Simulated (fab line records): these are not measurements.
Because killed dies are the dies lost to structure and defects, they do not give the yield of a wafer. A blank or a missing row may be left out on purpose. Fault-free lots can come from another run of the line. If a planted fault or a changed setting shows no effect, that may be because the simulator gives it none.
Which of the tools did it? ; flow sky130 ; 12 lots with 36 wafers sampled at 5 steps, on a route of 708 steps

== WHAT EACH GAUGE READ, for each wafer ==
SKY_POLY_GATE_OVL_MEAS_14.
lot;measured;on;POLY_GATE_OVL (nm)
L857;day 16 18:16;overlay-02;-4 -11 -5
L858;day 17 05:45;overlay-01;0 0 1
L859;day 17 16:36;overlay-01;-2 -3 -1
L862;day 18 16:31;overlay-02;3 3 -1
L869;day 21 04:24;overlay-01;13 4 6
L871;day 21 20:43;overlay-02;-16 -10 -7
L872;day 22 03:04;overlay-02;6 8 7
L873;day 22 15:36;overlay-02;4 6 3
L875;day 23 10:03;overlay-01;1 2 -4
L877;day 24 02:57;overlay-01;0 0 -5
L878;day 24 05:28;overlay-01;-7 0 -4
L879;day 24 10:36;overlay-01;2 -8 7

SKY_LDD_LDN_TW_MEAS_13.
lot;measured;on;LDD_LDN_TW
L857;day 23 09:59;filmMetro-04;1480 1483 1489
L858;day 23 20:11;filmMetro-03;1562 1571 1569 1573 1573 1567
L859;day 24 06:55;filmMetro-02;1588 1590 1600 1587 1598 1583
L862;day 25 06:58;filmMetro-02;1583 1593 1580 1590 1589 1588
L869;day 27 13:20;filmMetro-04;1470 1481 1479
L871;day 28 05:41;filmMetro-04;1488 1489 1489
L872;day 28 10:31;filmMetro-02;1501 1485 1486
L873;day 28 23:10;filmMetro-04;1485 1483 1496
L875;day 29 15:40;filmMetro-04;1483 1480 1471
L877;day 30 06:46;filmMetro-03;1473 1471 1471
L878;day 30 09:16;filmMetro-02;1485 1475 1468
L879;day 30 14:29;filmMetro-04;1486 1481 1472

SKY_SD_P_TW_MEAS_11.
lot;measured;on;SD_P_TW
L857;day 25 23:54;filmMetro-02;2825 2835 2846
L858;day 26 09:42;filmMetro-02;2837 2835 2838
L859;day 26 20:30;filmMetro-03;2824 2820 2819
L862;day 27 20:55;filmMetro-03;2819 2803 2835
L869;day 30 00:56;filmMetro-01;2854 2849 2848
L871;day 30 15:37;filmMetro-03;2796 2807 2804
L872;day 30 19:37;filmMetro-03;2800 2806 2785
L873;day 31 11:12;filmMetro-02;2861 2843 2847
L875;day 32 00:44;filmMetro-03;2820 2812 2808
L877;day 32 16:20;filmMetro-01;2841 2825 2830
L878;day 32 18:41;filmMetro-01;2821 2812 2814
L879;day 32 23:08;filmMetro-01;2829 2828 2837

== WHICH TOOL RAN EACH LOT (tool, then ch and the chambers of the sampled wafers, then the start) ==
lot;SKY_LDD_LDN_IMPLANT_10;SKY_POLY_CUT_ETCH_10
L857;implanter-01 ch 0, day 23 09:37;rieDiel-04 ch 0,1,3, day 24 17:39
L858;implanter-03 ch 0, day 23 19:28;rieDiel-01 ch 2,3, day 25 03:53
L859;implanter-03 ch 0, day 24 06:13;rieDiel-04 ch 0,1,2, day 25 14:59
L862;implanter-03 ch 0, day 25 06:16;rieDiel-04 ch 0,1,2, day 26 16:05
L869;implanter-03 ch 0, day 27 12:56;rieDiel-01 ch 1,3, day 28 20:14
L871;implanter-02 ch 0, day 28 05:18;rieDiel-02 ch 0,2, day 29 11:02
L872;implanter-02 ch 0, day 28 10:07;rieDiel-04 ch 0,1,3, day 29 15:41
L873;implanter-03 ch 0, day 28 22:47;rieDiel-02 ch 0,2,3, day 30 07:18
L875;implanter-01 ch 0, day 29 15:16;rieDiel-04 ch 2,3, day 30 20:47
L877;implanter-03 ch 0, day 30 06:22;rieDiel-04 ch 1,2,3, day 31 12:47
L878;implanter-03 ch 0, day 30 08:52;rieDiel-01 ch 0,3, day 31 14:02
L879;implanter-02 ch 0, day 30 14:07;rieDiel-01 ch 0,1, day 31 19:38
- SKY_LDD_LDN_IMPLANT_10
- SKY_POLY_CUT_ETCH_10: etches BARC in N2/H2, stops on SiO2, time 45.9 s, target depth 60 nm.

== AS READ BY THE TOOLS THEMSELVES (means over the sampled wafers that have a number; for cases with no such wafer, the mark the record gives instead) ==
SKY_LDD_LDN_IMPLANT_10.
lot;tool;rotationDeg (degrees)
L857;implanter-01;203.01
L858;implanter-03;202.98
L859;implanter-03;203.00
L862;implanter-03;203.00
L869;implanter-03;203.00
L871;implanter-02;203.00
L872;implanter-02;202.97
L873;implanter-03;203.00
L875;implanter-01;203.00
L877;implanter-03;203.02
L878;implanter-03;202.98
L879;implanter-02;203.05

SKY_POLY_CUT_ETCH_10.
lot;tool;chamberPressureMTorr (mTorr);drypumpMotorCurrentA (A);oesProductAu (a.u.);throttleValvePct (%)
L857;rieDiel-04;30.001;5.94;0.853;13.224
L858;rieDiel-01;30.007;6.16;0.855;13.226
L859;rieDiel-04;29.988;5.86;0.860;13.228
L862;rieDiel-04;29.996;5.86;0.854;13.224
L869;rieDiel-01;30.011;5.79;0.853;13.226
L871;rieDiel-02;30.013;5.83;0.852;13.235
L872;rieDiel-04;30.016;5.92;0.856;13.224
L873;rieDiel-02;30.019;5.88;0.854;13.225
L875;rieDiel-04;29.990;5.85;0.853;13.226
L877;rieDiel-04;30.004;5.94;0.851;13.220
L878;rieDiel-01;30.030;5.95;0.855;13.224
L879;rieDiel-01;29.999;5.59;0.847;13.230

== THE ANSWER, worked out from the rows above alone ==
Rule: the usual values come from the lots themselves. The widest of any qualifying gaps counts: lots, ordered by their means at a reading, are off when they make up no more than a third of the lots, leave a main group of 4 or more, and stand apart from it by 3 or more times the standard deviation of that group's means. Not used: any main group whose means are identical at the precision the tables above print for the reading. Also off: a lot with no number at a reading for which 4 or more lots have one. Any other lot the step has rows for is counted as sound. First the gauges in route order, then the tools' own readings, where a lot's mean is used as printed above. At the first step where some lot is off, the reading lying furthest off is the one used; lots without a number count as furthest.
Off: at SKY_LDD_LDN_TW_MEAS_13 (LDD_LDN_TW), L858, L859, L862. Mean 1481 and standard deviation 6.2 in the main group.
If a tool, at a process step before that reading, ran all the lots that are off and no sound lot after the first of them, it fits. Gauges at SKY_LDD_LDN_TW_MEAS_13: tried the same way as those tools. No candidate that was tried fits.

== WHAT THE SIMULATOR HAD INSERTED ==
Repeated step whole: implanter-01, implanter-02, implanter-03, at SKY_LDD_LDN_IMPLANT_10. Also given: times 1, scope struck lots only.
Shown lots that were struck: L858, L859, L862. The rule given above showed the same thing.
